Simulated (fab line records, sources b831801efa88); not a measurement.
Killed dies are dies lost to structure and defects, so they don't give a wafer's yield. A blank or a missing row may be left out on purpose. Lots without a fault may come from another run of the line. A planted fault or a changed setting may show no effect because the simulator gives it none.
One fault seen from 2 desks | flow sky130 | each desk has only its own numbers; what lay behind them comes last

THE METROLOGY DESK
What the gauges read, lot by lot, whatever tool the lot ran on: means of the sampled wafers that have a number. A lot is out of limits, marked OUT, if its mean lies more than 4 standard deviations from the usual mean; the brackets give that distance.
Columns: A = FIELD_ISO_CVD_03_THK at SKY_FIELD_ISO_THK_MEAS_04, usual 166.3 nm; B = NWELL_RS at SKY_NWELL_RS_MEAS_29, usual 624.0 ohm/sq; C = VT_ADJUST_LVTN_01_OVL at SKY_VT_ADJUST_LVTN_OVL_MEAS_18, usual 0.9 nm
lot  | first seen here | A     | B               | C
L651 | day 1 19:11     | 166.7 | 623.5           | -0.1
L652 | day 2 00:44     | 166.2 | 624.2           | 1.7
L656 | day 2 22:34     | 165.2 | 624.3           | 1.5
L658 | day 3 06:17     | 166.7 | 625.0           | -0.8
L659 | day 3 16:00     | 166.4 | 624.5           | 0.6
L660 | day 3 16:01     | 164.7 | 624.3           | 3.6
L662 | day 4 02:56     | 167.4 | 623.6           | 0.3
L664 | day 4 15:56     | 166.4 | 621.9           | 1.6
L670 | day 5 20:39     | 165.6 | 641.6 (+13) OUT | 2.4
L669 | day 5 20:40     | 164.2 | 641.5 (+12) OUT | 0.0
L672 | day 6 05:02     | 169.7 | 623.2           | 1.5
L673 | day 6 12:18     | 166.8 | 624.5           | 1.2
This desk's finding: out of limits on L669, L670; first on L669, day 10 10:31 (NWELL_RS at SKY_NWELL_RS_MEAS_29). In limits: L651, L652, L656, L658, L659, L660, L662, L664, L672, L673.

THE TOOL OWNER'S DESK: implanter-04
The tool's own readings at SKY_NWELL_IMPLANT_12: means of the sampled wafers that have a number, for each lot that ran on this tool. A lot is out of limits, marked OUT, if its mean lies more than 4 standard deviations from the usual mean; the brackets give that distance.
Columns: A = dose_ions_cm2 at SKY_NWELL_IMPLANT_12, usual 1.3001e+12; B = end_station_pressure_torr at SKY_NWELL_IMPLANT_12, usual 5.03e-06 Torr; C = faraday_current_uA at SKY_NWELL_IMPLANT_12, usual 7.34
lot  | first seen here | A                            | B        | C
L651 | day 4 19:25     | 1.3010e+12                   | 4.83e-06 | 7.36
L660 | day 7 10:44     | 1.3001e+12                   | 5.09e-06 | 7.26
L664 | day 8 17:01     | 1.2984e+12                   | 4.96e-06 | 7.20
L669 | day 9 12:08     | 7.5717e+11 (-99 or more) OUT | 5.17e-06 | 4.31 (-22) OUT
L670 | day 9 13:59     | 7.5653e+11 (-99 or more) OUT | 5.29e-06 | 4.22 (-22) OUT
This desk's finding: out of limits on L669, L670; first on L669, day 9 12:08 (dose_ions_cm2 at SKY_NWELL_IMPLANT_12). In limits: L651, L660, L664.

PUT TOGETHER
The tool owner's desk could have raised an alarm at day 9 12:08, on L669, L670.
The metrology desk could have raised an alarm at day 10 10:31, on L669, L670.
Of the lots named, all ran SKY_NWELL_IMPLANT_12 on implanter-04.

WHAT THE SIMULATOR HAD PUT IN
Process parameter drift: implanter-04, from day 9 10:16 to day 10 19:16, at SKY_NWELL_IMPLANT_12. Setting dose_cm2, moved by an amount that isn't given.
Lots struck among those shown: L669, L670.
Hours from the fault's start to each desk's first reading out of limits: the tool owner's desk, 2; the metrology desk, 24.
